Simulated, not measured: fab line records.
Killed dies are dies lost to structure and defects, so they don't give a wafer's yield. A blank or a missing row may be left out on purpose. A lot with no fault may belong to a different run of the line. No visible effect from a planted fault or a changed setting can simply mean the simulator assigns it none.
Which tool did it? | flow sky130 | 13 lots, 39 wafers sampled, at 4 steps of a route of 708

## WHAT THE GAUGES SHOWED, per wafer
SKY_VT_ADJUST_HVTR_CD_MEAS_07 targets a cd of 380 nm. Usual: cd-nm reads 379.3 nm (standard deviation 1.9).
lot  | measured     | on        | cd-nm (nm)        | flag
L643 | day 9 10:19  | cd-sem-01 | 380.3 381.0 381.0 |
L644 | day 9 18:25  | cd-sem-02 | 381.0 380.8 381.5 |
L645 | day 10 02:10 | cd-sem-01 | 381.7 380.6 380.9 |
L647 | day 10 17:07 | cd-sem-02 | 376.2 376.7 375.9 |
L649 | day 11 05:31 | cd-sem-02 | 380.6 379.1 382.1 |
L650 | day 11 13:58 | cd-sem-02 | 378.5 377.8 376.3 |
L651 | day 11 19:28 | cd-sem-01 | 381.4 380.8 378.6 |
L652 | day 12 01:43 | cd-sem-01 | 378.2 379.6 379.6 |
L653 | day 12 11:50 | cd-sem-01 | 379.5 378.4 378.4 |
L662 | day 15 04:25 | cd-sem-02 | 378.9 379.3 381.0 |
L664 | day 15 16:17 | cd-sem-02 | 379.5 378.4 380.2 |
L665 | day 16 04:07 | cd-sem-01 | 381.7 375.6 379.7 |
L666 | day 16 12:44 | cd-sem-01 | 378.8 379.8 379.4 |

SKY_POLY_CUT_CD_MEAS_08 targets a cd of 270 nm. Usual: cd-nm reads 269.7 nm (standard deviation 1.2).
lot  | measured     | on        | cd-nm (nm)        | flag
L643 | day 24 00:52 | cd-sem-02 | 270.9 271.2 270.6 |
L644 | day 24 12:28 | cd-sem-01 | 270.4 271.1 270.5 |
L645 | day 25 00:01 | cd-sem-02 | 270.7 269.3 270.3 |
L647 | day 25 23:01 | cd-sem-01 | 269.0 268.0 268.9 |
L649 | day 26 05:46 | cd-sem-01 | 270.2 269.8 268.9 |
L650 | day 26 15:34 | cd-sem-01 | 273.8 270.9 271.1 |
L651 | day 26 23:52 | cd-sem-02 | 268.6 270.0 270.0 |
L652 | day 27 08:37 | cd-sem-02 | 270.7 270.4 271.7 |
L653 | day 27 19:20 | cd-sem-01 | 268.4 269.4 269.8 |
L662 | day 30 15:52 | cd-sem-02 | 268.9 269.9 269.8 |
L664 | day 31 06:59 | cd-sem-01 | 269.8 269.8 269.6 |
L665 | day 31 16:22 | cd-sem-01 | 269.4 269.7 269.7 |
L666 | day 32 02:29 | cd-sem-02 | 269.2 271.7 269.3 |

## WHAT TOOL EACH LOT RAN ON (gives the tool, then ch and the chambers of the sampled wafers, and finally the start)
lot  | SKY_VT_ADJUST_LVTN_STRIP_09          | SKY_GATE_OXIDE_CLEAN_00
L643 | plasma-asher-01 ch 0,1, day 6 20:27  | wet-bench-02 ch 3, day 12 12:58
L644 | plasma-asher-03 ch 0,1, day 7 03:46  | wet-bench-01 ch 2, day 12 22:58
L645 | plasma-asher-01 ch 0,1, day 7 12:03  | wet-bench-04 ch 2, day 13 07:12
L647 | plasma-asher-02 ch 0,1, day 8 01:52  | wet-bench-04 ch 1, day 14 01:01
L649 | plasma-asher-03 ch 0,1, day 8 13:04  | wet-bench-01 ch 0, day 14 15:16
L650 | plasma-asher-01 ch 0,1, day 8 20:07  | wet-bench-01 ch 0, day 14 21:52
L651 | plasma-asher-02 ch 0,1, day 9 01:46  | wet-bench-04 ch 2, day 15 06:11
L652 | plasma-asher-02 ch 0,1, day 9 06:54  | wet-bench-02 ch 0, day 15 15:12
L653 | plasma-asher-03 ch 0,1, day 9 15:58  | wet-bench-01 ch 3, day 16 00:44
L662 | plasma-asher-01 ch 0,1, day 11 22:22 | wet-bench-04 ch 0, day 19 01:33
L664 | plasma-asher-02 ch 0,1, day 12 09:55 | wet-bench-04 ch 3, day 19 20:26
L665 | plasma-asher-02 ch 0,1, day 12 19:51 | wet-bench-01 ch 0, day 20 04:08
L666 | plasma-asher-03 ch 1, day 13 03:52   | wet-bench-02 ch 1, day 20 13:54
- SKY_VT_ADJUST_LVTN_STRIP_09: strips in O2/N2.
- SKY_GATE_OXIDE_CLEAN_00: cleans in SC1/SC2, time 150 s.

## AS READ BY THE TOOLS THEMSELVES (means over the sampled wafers that have a number; for cases with no such wafer, the mark the record gives instead)
SKY_VT_ADJUST_LVTN_STRIP_09. Usual: drypump-motor-current-A 5.84 A, standard deviation 0.17; oes-product-au 0.722 a.u., standard deviation 0.0047; strip-time-to-endpoint-s 36.93 s, standard deviation 0.11.
lot  | tool            | drypump-motor-current-A (A) | oes-product-au (a.u.) | strip-time-to-endpoint-s (s) | flag
L643 | plasma-asher-01 | 5.94                        | 0.726                 | 36.87                        |
L644 | plasma-asher-03 | 5.86                        | 0.721                 | 36.97                        |
L645 | plasma-asher-01 | 5.93                        | 0.720                 | 36.99                        |
L647 | plasma-asher-02 | 5.85                        | 0.720                 | 36.77                        |
L649 | plasma-asher-03 | 5.76                        | 0.724                 | 36.86                        |
L650 | plasma-asher-01 | 5.92                        | 0.721                 | 36.93                        |
L651 | plasma-asher-02 | 5.70                        | 0.722                 | 37.03                        |
L652 | plasma-asher-02 | 5.69                        | 0.720                 | 37.09                        |
L653 | plasma-asher-03 | 5.75                        | 0.721                 | 36.93                        |
L662 | plasma-asher-01 | 5.92                        | 0.723                 | 36.96                        |
L664 | plasma-asher-02 | 5.85                        | 0.721                 | 36.94                        |
L665 | plasma-asher-02 | 5.83                        | 0.724                 | 36.78                        |
L666 | plasma-asher-03 | 5.63                        | 0.722                 | 36.98                        |

SKY_GATE_OXIDE_CLEAN_00. Usual: bath-guard-temp-C 70.2 C, standard deviation 0.4; bath-heat-duty-pct 13.2 %, standard deviation 1.6.
lot  | tool         | bath-guard-temp-C (C) | bath-heat-duty-pct (%) | flag
L643 | wet-bench-02 | 70.2                  | 12.0                   |
L644 | wet-bench-01 | 70.7                  | 11.6                   |
L645 | wet-bench-04 | 70.1                  | 13.2                   |
L647 | wet-bench-04 | 70.3                  | 16.2                   |
L649 | wet-bench-01 | 70.4                  | 11.5                   |
L650 | wet-bench-01 | 70.5                  | 11.8                   |
L651 | wet-bench-04 | 69.9                  | 12.9                   |
L652 | wet-bench-02 | -                     | -                      | OFF
L653 | wet-bench-01 | -                     | -                      | OFF
L662 | wet-bench-04 | 70.6                  | 12.7                   |
L664 | wet-bench-04 | 69.7                  | 15.3                   |
L665 | wet-bench-01 | 70.4                  | 12.4                   |
L666 | wet-bench-02 | 70.7                  | 15.1                   |

## THE ANSWER, worked out from the rows above alone
Rule: a lot counts as off when the mean over its wafers that have a number is more than 3 standard deviations away from the usual mean. Also off: a lot with no number at a reading for which 4 or more lots have one. Where the step has rows for the other lots, those lots are counted as sound. The gauges are gone through in route order, then the tools' own readings, and for those a lot's mean is taken as printed above. The first step at which some lot is off is used, and at that step the reading that is off furthest; a lot without a number counts as furthest.
Off: L652, L653, at SKY_GATE_OXIDE_CLEAN_00 (bath-guard-temp-C). Without a number there: L652, L653.
If a tool, at that step or one of the process steps before it, ran each lot that is off and ran no sound lot following the first of them, it fits. Not one of the candidates tried fits.

## WHAT WAS PUT IN BY THE SIMULATOR
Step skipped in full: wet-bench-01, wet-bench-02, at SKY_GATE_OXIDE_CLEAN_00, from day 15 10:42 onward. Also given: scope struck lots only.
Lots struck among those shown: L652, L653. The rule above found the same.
